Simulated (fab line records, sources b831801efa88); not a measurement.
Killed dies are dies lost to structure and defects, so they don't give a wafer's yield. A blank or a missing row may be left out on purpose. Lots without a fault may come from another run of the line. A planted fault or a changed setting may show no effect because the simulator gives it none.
fab line records | flow sfq_line
record lots=6 wafers=18 last_day=82
route steps=325 shown INCOMING@1 L0@3
lots that met no fault: from a run of the same line without faults
start_h: hours from the record's first day to the start of the lot's first wafer shown | wait_h: hours since the lot's step before | " the same as in the row above | L1.1+2: a row that stands for several wafers | - no value, or no start given | * or withheld: withheld | < > ~ a bound
route shown NAME@n: a module of which the file shows steps, and the number in the route of the first | usual: mean/standard deviation of fault-free wafers | same: alike in all rows | chamber/n: place in a boat | sites: the reading at each site | _std_site: their standard deviation | _edge_site: outer sites' mean less inner sites' | radius_mm: how far each site lies from the wafer's centre | mask NAME#n: copy n | behind: the tool/chamber that last shaped the wafer | hold: why the lot was held/for how many hours/how that ended | device: the transistor (n, p or np) that didn't switch | end of line: the same wafers' tests at the end of the route | a step without rows: its recipe alone | killed: dies lost to structure and defects at the first sort, not the wafer's yield | map: a wafer's dies, x killed, . not, _ none there
set.NAME: the setting as run; set.NAME@STEP: as run at that earlier step | model.NAME: the simulator's own value behind a step, which no gauge read
lots at some steps of the route; a table a step, a row a wafer
services: from which hour (start_h, from the record's first day; less than 0 if before it) a tool's chamber was out of use, for how many hours, and why
## steps
# step SFQ_INCOMING_BOW_MEAS_900
# recipe mode=bow
# usual INCOMING_BOW=0/6.7
# columns lot.wafer tool chamber start_h wait_h INCOMING_BOW[um]
L888.1 film_metro-02 - 35.00 - -7
L888.2 " - " " 9
L888.3 " - " " 8
L889.1 film_metro-03 - 40.00 - -6
L889.2 " - " " -10
L889.5 " - " " 2
L891.1 film_metro-02 - 50.00 - -9
L891.5 " - " " 3
L891.6 " - " " -12
L903.2 film_metro-03 - 110.02 - -8
L903.4 " - " " -1
L903.6 " - " " 7
L904.3 film_metro-01 - 115.04 - 5
L904.4 " - " " 9
L904.6 " - " " -2
L905.1 film_metro-03 - 120.00 - 11
L905.3 " - " " -14
L905.5 " - " " -2
# step SFQ_TRILAYER_INCOMING_OXIDATION_002
# recipe temp_c=1000 ambient=H2O target_thk_a=5000 p_h2o_torr=720 ox_time_s=4939
# step SFQ_TRILAYER_L0_DEP_SPUTTER_003
# recipe material=MoNx_KI base_pressure_pa=1.33e-06 target_thk_nm=40 power_w=800 time_s=100 chamber_pressure_pa=0.4
# usual throttle_valve_pct=30.1/0.91
# columns lot.wafer tool chamber start_h wait_h throttle_valve_pct
L888.1 pvd_sputter-04 - 37.49 0.0 31.2
L888.2 " - " " 30.7
L888.3 " - " " 29.4
L889.1 pvd_sputter-04 - 42.49 0.0 29.1
L889.2 " - " " 31.0
L889.5 " - " " 31.0
L891.1 pvd_sputter-05 - 52.49 0.0 30.0
L891.5 " - " " 29.6
L891.6 " - " " 31.6
L903.2 pvd_sputter-05 - 112.49 0.0 30.0
L903.4 " - " " 29.3
L903.6 " - " " 29.9
L904.3 pvd_sputter-06 - 117.49 0.0 30.1
L904.4 " - " " 31.3
L904.6 " - " " 29.2
L905.1 pvd_sputter-06 - 122.49 0.0 29.9
L905.3 " - " " 29.0
L905.5 " - " " 28.7
# step SFQ_L0_RS_MEAS_901
# recipe thk_meas_gauge=four-point-probe reads=MoNx_KI_of_TRILAYER_L0_DEP_SPUTTER_003
# usual L0_MONX_KI_RS=43.6/0.52
# columns lot.wafer tool chamber start_h wait_h L0_MONX_KI_RS[ohm/sq]
L888.1 film_metro-04 - 37.56 0.0 43.7
L888.2 " - " " 43.8
L888.3 " - " " 43.6
L889.1 film_metro-03 - 42.56 0.0 43.5
L889.2 " - " " 43.2
L889.5 " - " " 43.3
L891.1 film_metro-04 - 52.56 0.0 42.7
L891.5 " - " " 42.7
L891.6 " - " " 42.8
L903.2 film_metro-04 - 112.58 0.1 43.9
L903.4 " - " " 44.0
L903.6 " - " " 43.7
L904.3 film_metro-04 - 117.60 0.1 43.8
L904.4 " - " " 43.8
L904.6 " - " " 43.8
L905.1 film_metro-03 - 122.56 0.0 43.5
L905.3 " - " " 43.7
L905.5 " - " " 43.4
# step SFQ_L0_THK_MEAS_902
# recipe thk_meas_gauge=xrf reads=MoNx_KI_of_TRILAYER_L0_DEP_SPUTTER_003
# usual L0_MONX_KI_THK=38.7/0.53
# columns lot.wafer tool chamber start_h wait_h L0_MONX_KI_THK[nm]
L888.1 film_metro-04 - 37.68 0.1 38.3
L888.2 " - " " 38.3
L888.3 " - " " 38.8
L889.1 film_metro-03 - 42.68 0.1 38.7
L889.2 " - " " 39.0
L889.5 " - " " 39.1
L891.1 film_metro-04 - 52.68 0.1 39.5
L891.5 " - " " 39.6
L891.6 " - " " 39.4
L903.2 film_metro-04 - 112.69 0.1 38.0
L903.4 " - " " 38.2
L903.6 " - " " 38.4
L904.3 film_metro-04 - 117.70 0.1 38.1
L904.4 " - " " 38.3
L904.6 " - " " 38.2
L905.1 film_metro-03 - 122.68 0.1 39.0
L905.3 " - " " 38.9
L905.5 " - " " 39.2
# step SFQ_TRILAYER_L0_LITHO_COAT_010
# recipe resist=BARC spin_rpm=3000 resist_thk_nm=62
# columns lot.wafer tool chamber start_h wait_h model.BARC_of_TRILAYER_L0_LITHO_COAT_010.thk_nm
L888.1 litho_track-01 0 37.74 0.1 67.66
L888.2 " 0 " " 67.69
L888.3 " 0 " " 67.43
L889.1+2 litho_track-02 0 42.77 0.1 62.02
L889.5 " 0 " " 62.13
L891.1 litho_track-01 0 52.74 0.1 67.71
L891.5 " 0 " " 67.56
L891.6 " 0 " " 67.68
L903.2 litho_track-04 0 112.79 0.1 62.23
L903.4 " 0 " " 62.18
L903.6 " 0 " " 62.06
L904.3 litho_track-01 0 118.02 0.3 62.14
L904.4 " 0 " " 62.24
L904.6 " 0 " " 62.2
L905.1 litho_track-02 0 122.74 0.1 62.04
L905.3+5 " 0 " " 62.07
# step SFQ_TRILAYER_L0_LITHO_COAT_005
# recipe resist=KrF spin_rpm=3000 resist_thk_nm=600
# step SFQ_TRILAYER_L0_LITHO_SOFTBAKE_009
# recipe temp_c=withheld time_s=withheld resist=KrF
# step SFQ_TRILAYER_L0_LITHO_EXPOSE_006
# recipe mask_id=L0 na=0.6 source_shape=conventional sigma_outer=0.65 target_cd_nm=2000 dose_mj=14.4
# step SFQ_TRILAYER_L0_LITHO_PEB_008
# recipe peb_temp_c=115 peb_time_s=60 resist=KrF
# step SFQ_TRILAYER_L0_LITHO_DEVELOP_007
# recipe time_s=60 resist=KrF
# step SFQ_TRILAYER_L0_BARC_OPEN_METAL_ETCH_010
# recipe mask_material=PR chemistry=O2 target_depth_nm=125 target=BARC icp_w=600 bias_w=80 pressure_mtorr=10 time_s=41.7
# usual drypump_motor_current_A=5.7/0.5 oes_product_au=0.685/0.005
# columns lot.wafer tool chamber start_h wait_h drypump_motor_current_A oes_product_au rf_hours_counter_h model.etch.depth_nm
L888.1 rie_metal-02 1 50.42 0.1 5.6 0.712 156 67.66
L888.2 " 0 " " 6.4 0.713 172 67.69
L888.3 " 0 " " 6.4 0.720 - 67.43
L889.1 rie_metal-04 1 56.42 0.1 5.0 0.686 103 62.02
L889.2 " 0 " " 5.3 0.689 6 62.02
L889.5 " 1 " " 5.0 0.693 - 62.13
L891.1 rie_metal-04 0 64.82 0.1 5.3 0.715 7 67.71
L891.5 " 0 " " 5.2 0.707 - 67.56
L891.6 " 1 " " 5.0 0.712 - 67.68
L903.2 rie_metal-01 0 127.64 0.1 6.1 0.691 11 62.23
L903.4 " 1 " " 5.5 0.682 - 62.18
L903.6 " 1 " " 5.5 0.684 - 62.06
L904.3 rie_metal-02 1 139.71 0.1 5.6 0.689 - 62.14
L904.4 " 0 " " 6.5 0.683 - 62.24
L904.6 " 1 " " 5.6 0.691 - 62.2
L905.1 rie_metal-04 1 143.29 0.1 5.0 0.684 118 62.04
L905.3 " 1 " " 5.0 0.688 - 62.07
L905.5 " 1 " " 5.0 0.683 - 62.07
# step SFQ_TRILAYER_L0_ETCH_METAL_ETCH_008
# recipe target=MoNx_KI stop_on=SiO2 mask_material=PR chemistry=SF6/O2 target_depth_nm=50 icp_w=600 bias_w=80 pressure_mtorr=10 time_s=25
# usual drypump_motor_current_A=5.7/0.49 oes_product_au=0.872/0.0077
# columns lot.wafer tool chamber start_h wait_h drypump_motor_current_A oes_product_au rf_hours_counter_h
L888.1 rie_metal-02 1 50.48 0.0 5.6 0.864 156
L888.2 " 0 " " 6.4 0.878 172
L888.3 " 0 " " 6.4 0.870 -
L889.1 rie_metal-04 1 56.48 0.0 5.0 0.867 103
L889.2 " 0 " " 5.2 0.882 6
L889.5 " 1 " " 5.0 0.880 -
L891.1 rie_metal-04 0 64.88 0.0 5.3 0.882 7
L891.5 " 0 " " 5.3 0.877 -
L891.6 " 1 " " 5.0 0.881 -
L903.2 rie_metal-01 0 127.70 0.0 6.1 0.877 11
L903.4 " 1 " " 5.5 0.869 -
L903.6 " 1 " " 5.5 0.870 -
L904.3 rie_metal-02 1 139.77 0.0 5.6 0.870 -
L904.4 " 0 " " 6.5 0.870 -
L904.6 " 1 " " 5.6 0.876 -
L905.1 rie_metal-04 1 143.35 0.0 5.0 0.869 118
L905.3 " 1 " " 5.0 0.871 -
L905.5 " 1 " " 5.0 0.869 -
## services
# columns tool chamber start_h hours kind
rie_metal-01 - 30.79 0.5 repair
rie_metal-01 0 53.19 - clean
rie_metal-01 0 53.19 - consumable_replace:focus_ring
rie_metal-01 0 53.19 15.9 scheduled_down
rie_metal-01 0 53.19 15.9 vent_cycle
pvd_sputter-06 - 69.93 0.5 repair
rie_metal-04 - 75.16 1.2 repair
pvd_sputter-05 3 100.30 - consumable_replace:kit
pvd_sputter-05 3 100.30 18.0 scheduled_down
pvd_sputter-05 3 100.30 18.0 vent_cycle
pvd_sputter-06 - 117.60 3.6 repair
pvd_sputter-06 - 139.38 1.9 repair
rie_metal-01 1 139.70 2.7 repair
## key
first_sign step=SFQ_TRILAYER_L0_BARC_OPEN_METAL_ETCH_010 reading=oes_product_au direction=up sigmas=5.8 usual=0.685 struck=0.713
effect none on later readings
model_effect step=SFQ_TRILAYER_L0_LITHO_COAT_010 value=BARC_of_TRILAYER_L0_LITHO_COAT_010.thk_nm without=62.2 struck=67.62
model_effect step=SFQ_TRILAYER_L0_BARC_OPEN_METAL_ETCH_010 value=etch.depth_nm without=62.2 struck=67.62
met_at SFQ_TRILAYER_L0_LITHO_COAT_010
struck_wafers L888.1,L888.2,L888.3,L891.1,L891.5,L891.6
fault kind=process_parameter_drift tool=litho_track-01 chamber=- onset_h=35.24 steps=SFQ_TRILAYER_L0_LITHO_COAT_010 channel=resist_thk_nm offset=5.3977 shape=step end_h=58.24 acts_in=these_recipes_only stated=62
